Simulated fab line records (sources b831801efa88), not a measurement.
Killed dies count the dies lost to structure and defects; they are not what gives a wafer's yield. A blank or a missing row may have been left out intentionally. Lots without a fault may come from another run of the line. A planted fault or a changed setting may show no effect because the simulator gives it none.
Matching of chambers + flow sky130 + SKY_LI_CONTACT_CMP_24 on cmp-01: 4 sister chambers
The step polishes, stops on PSG, t overpolish 20 s, target thk 0 nm. 8 wafers are shown with their chamber, then 6 later ones without.

== WAFERS PAIRED WITH THEIR CHAMBERS ==
| wafer  | chamber | motor current A (A) | retaining ring pressure frac |
|--------|---------|---------------------|------------------------------|
| L940.2 | 3       | 10.2                | 1.006                        |
| L940.4 | 2       | 8.7                 | 0.999                        |
| L940.6 | 1       | 10.3                | 1.007                        |
| L942.1 | 2       | 8.9                 | 0.994                        |
| L942.5 | 1       | 10.1                | 0.997                        |
| L942.6 | 0       | 11.9                | 0.995                        |
| L947.1 | 0       | 11.5                | 1.003                        |
| L947.2 | 3       | 10.1                | 0.998                        |

== WAFERS WITHOUT THEIR CHAMBER ==
| wafer  | motor current A (A) | retaining ring pressure frac |
|--------|---------------------|------------------------------|
| L947.6 | 11.1                | 1.007                        |
| L946.1 | 10.1                | 0.999                        |
| L946.5 | 8.4                 | 0.992                        |
| L946.6 | 10.0                | 1.002                        |
| L952.1 | 10.4                | 1.001                        |
| L952.3 | 12.3                | 1.007                        |

== WHICH CHAMBER EACH WENT THROUGH ==
| wafer  | from the rows above          | in truth |
|--------|------------------------------|----------|
| L947.6 | can't be placed: 0 or 1 or 3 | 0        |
| L946.1 | can't be placed: 3 or 1      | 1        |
| L946.5 | 2                            | 2        |
| L946.6 | can't be placed: 3 or 1      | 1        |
| L952.1 | can't be placed: 1 or 3      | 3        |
| L952.3 | 0                            | 0        |
Correctly placed: 2 of 6. Can't be placed from these rows: 4 (the true chamber is among the candidates in 4). Placed wrongly: 0.
How it was worked out, from the rows above alone: a wafer's distance from a chamber is the root of the sum, over the readings, of the square of ((its reading less the chamber's mean) divided by the reading's scatter). If the next closest chamber is less than 2 further off than the closest, the wafer can't be placed; otherwise it belongs to the closest. Each chamber's mean is taken over the wafers shown for it. How the scatter is found: for the shown wafers, subtract from each reading the mean of its chamber, square and add these, divide the total by (wafers less chambers), then take the root.
